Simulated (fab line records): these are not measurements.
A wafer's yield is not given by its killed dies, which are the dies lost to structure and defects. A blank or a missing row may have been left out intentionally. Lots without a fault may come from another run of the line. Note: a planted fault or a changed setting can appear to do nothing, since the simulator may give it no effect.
Problem report, 8D (eight disciplines) form, completed by code | flow sky130 | the parts of the form that need people (team, actions taken, sign-off) are left out

== 1. THE PROBLEM ==
METAL2_ALCU_THK at SKY_METAL2_THK_MEAS_06 reads a mean of 267.2 nm on 2 wafers of 1 lot; wafers without a fault read 251.9 nm with a standard deviation of 2.9. That is +5.3 standard deviations from the usual mean.
The step: measures by xrf.
Earliest sighting: wafer L238.2 on film_metro-02 at day 39 12:32. The record has a number at this step for 36 wafers belonging to 12 lots. Rule for "out" (also "out of limits"): further than 4 standard deviations from the usual mean. All remaining wafers that have a number are taken as sound.

== 2. WHAT IT IS AND WHAT IT IS NOT ==
question                    | is                | is not
which readings at this step | METAL2_ALCU_THK   | -
which lots                  | L238              | L221, L222, L226, L229, L231, L233, L234, L239, L241, L242, L244
which wafers of those lots  | L238.2, L238.6    | L238.3
read on which gauges        | film_metro-02     | film_metro-01, film_metro-03
when                        | from day 39 12:32 | up to then (22 sound wafers); but 12 sound wafers of L239, L241, L242, L244 came after

== 3. SUSPECTS, AND WHAT RULES EACH OUT ==
Counting: a tool at a process step up to the reading stays a suspect if it ran every lot that is out. Sound lots after the first of them don't rule it out here, since some wafers of a struck lot are sound.
- the gauge at SKY_METAL2_THK_MEAS_06: kept. All the wafers that are out were read on film_metro-02, and no step on other tools shows them out.
- rie_diel-04 at SKY_LI_CONTACT_ETCH_15 (etches PSG in C4F8/O2/Ar, stops on Si, target depth 600 nm): kept. L238, the lot that is out, went through it at day 34 23:39; up to then, the latest sound lot through it was L226 at day 30 13:11.
- pvd_sputter-03 at SKY_LOCAL_INTERCONNECT_SPUTTER_00 (material TiN, target thk 100 nm, time 83.3 s): kept. L238, the lot that is out, went through it at day 35 00:47; up to then, the latest sound lot through it was L234 at day 33 13:20.
- pvd_sputter-03 at SKY_METAL2_SPUTTER_04 (material TiN, target thk 70 nm, time 58.3 s): kept. L238, the lot that is out, went through it at day 39 12:21; up to then, the latest sound lot through it was L234 at day 38 02:34.
Left after counting: rie_diel-04 at SKY_LI_CONTACT_ETCH_15, pvd_sputter-03 at SKY_LOCAL_INTERCONNECT_SPUTTER_00, pvd_sputter-03 at SKY_METAL2_SPUTTER_04, film_metro-02 at SKY_METAL2_THK_MEAS_06.

== 4. THE CAUSE (what the simulator had put in) ==
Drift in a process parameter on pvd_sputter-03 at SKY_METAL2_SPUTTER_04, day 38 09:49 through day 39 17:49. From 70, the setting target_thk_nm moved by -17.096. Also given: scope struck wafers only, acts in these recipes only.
Of the 4 suspects that counting leaves, this tool is one.

== 5. THE CHAIN OF EFFECTS, in route order ==
Each row: a reading whose mean over the struck wafers that have a number lies more than 3 standard deviations from the usual. Only readings whose record carries a usual standard deviation are examined. hours: median over the lots of the time between each lot's start at the first step of this table that gives one and its start at this step. sigmas: the change, counted in usual standard deviations.
hours | step                   | reading         | usual    | on struck wafers | change | sigmas
0     | SKY_METAL2_THK_MEAS_06 | METAL2_ALCU_THK | 251.9 nm | 267.2            | +15.3  | +5.3

== 6. WHAT WOULD HAVE CAUGHT IT SOONER ==
The first out-of-limits reading at a measuring or inspecting step in this record came at day 39 12:32, 27 hours after the fault's start at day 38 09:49.
An alarm limit of 4 standard deviations would not have fired on the tool readings at SKY_METAL2_SPUTTER_04 for which the record gives a usual standard deviation, since none of them was out on any struck wafer.
All the lots that are out (1) had begun SKY_METAL2_SPUTTER_04 on pvd_sputter-03 by day 39 12:32. A hold on the tool at that time would have spared none of them.
